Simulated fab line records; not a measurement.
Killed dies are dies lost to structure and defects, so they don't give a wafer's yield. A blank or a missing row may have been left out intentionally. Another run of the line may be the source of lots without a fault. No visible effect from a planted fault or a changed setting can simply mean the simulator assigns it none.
Comparing a struck lot with a sound one | flow sky130 | 16 out of 708 route steps
Sound: the wafers L915.1, L915.4, L915.5. Struck: wafers L921.1, L921.4 (left out: L921.2, a lot-mate that was not struck); the cause follows at the end.
At each step with rows: each side's tool, then ch and its chambers, then its first start. Under that, the readings that differ: sound wafers | struck wafers | difference of the means | sigmas: that difference in standard deviations of wafers without a fault.
alike: readings whose means differ by less than 2 such deviations, and words and numbers that are the same on both sides. not compared: withheld readings, readings that some wafer has no value for, bounds like >300 that may hide the same value, and numbers for which the record gives no deviation and whose values overlap.
The two part at a step that has a row with sigmas, a row that says differs or no value, or rows on one side only. Non-overlapping numbers with no deviation appear without sigmas and do not part them. A reading that every wafer of one side lacks parts them only if that side has two wafers or more.

first, 6 steps without rows for these wafers: SKY_METAL5_HMDS_08 (prime time 60 s); SKY_METAL5_COAT_09 (resist thk 1800 nm); SKY_METAL5_SOFTBAKE_10 (time 60 s); SKY_METAL5_EXPOSE_11 (exposes mask MM5, target cd 1600 nm); SKY_METAL5_PEB_12; SKY_METAL5_DEVELOP_13 (develop time 60 s).
SKY_METAL5_DESCUM_14: chemistry O2, time 11 s.
  sound on rieMetal-02 ch 0,1, day 46 08:09; struck on rieMetal-03 ch 0,1, day 47 09:15
reading                  | sound          | struck    | difference | sigmas
drypumpMotorCurrentA (A) | 6.31 5.57 6.30 | 5.47 5.68 | -0.49      | -2
  alike: oesProductAu, tempC
  not compared: rfHoursCounterH
SKY_METAL5_METAL_ETCH_15: etches the open film in Cl2/BCl3, stops on SiO2, target depth 1260 nm, time 252 s.
  sound on rieMetal-02 ch 0,1, day 46 08:11; struck on rieMetal-03 ch 0,1, day 47 09:17
reading                  | sound          | struck    | difference | sigmas
drypumpMotorCurrentA (A) | 6.31 5.57 6.31 | 5.47 5.67 | -0.49      | -2
  alike: mfcCl2Sccm, oesProductAu, throttleValvePct
  not compared: rfHoursCounterH
SKY_METAL5_STRIP_16: strips in O2/N2.
  sound on plasmaAsher-01 ch 0,1, day 46 08:25; struck on plasmaAsher-02 ch 1, day 47 09:31
  alike: drypumpMotorCurrentA, oesProductAu, stripTimeToEndpointS
  not compared: rfHoursCounterH
then, 3 steps without rows for these wafers: SKY_METAL5_STRIP_17 (strips in post etch residue remover, time 1200 s); SKY_METAL5_CLEAN_18 (cleans in IPA, time 180 s); SKY_METAL5_CLEAN_19 (cleans in O3/DIW).
SKY_PASSIVATION_CVD_00: deposits SiO2, target thk 90 nm.
  sound on pecvd-03 ch 0,2, day 46 09:02; struck on pecvd-03 ch 0, day 47 10:13
reading                                     | sound            | struck      | difference | sigmas
model.SiO2_of_PASSIVATION_CVD_00.thkNm (nm) | 89.2 90.36 91.97 | 161.9 164.9 | +72.9      | 
  alike: heaterPowerW, susceptorTempC
SKY_PASSIVATION_THK_MEAS_01:
  sound: filmMetro-04 at day 46 09:03; struck: filmMetro-03 at day 47 10:14
reading                     | sound          | struck      | difference | sigmas
PASSIVATION_CVD_00_THK (nm) | 89.2 90.3 92.0 | 161.9 164.7 | +72.8      | +56
SKY_PASSIVATION_CVD_02: deposits Si3N4, target thk 540 nm.
  sound on pecvd-01 ch 0,1, day 46 09:07; struck on pecvd-01 ch 1,2, day 47 10:18
  alike: heaterPowerW, susceptorTempC
then, 1 step without rows for these wafers: SKY_PAD_OPEN_PROBE_99.

## WHERE THEY PART
Last at SKY_PASSIVATION_THK_MEAS_01 as far as this record goes, first at SKY_METAL5_DESCUM_14. Later steps at which nothing parts them and some readings are alike: SKY_PASSIVATION_CVD_02.

WHY: what the simulator had put in
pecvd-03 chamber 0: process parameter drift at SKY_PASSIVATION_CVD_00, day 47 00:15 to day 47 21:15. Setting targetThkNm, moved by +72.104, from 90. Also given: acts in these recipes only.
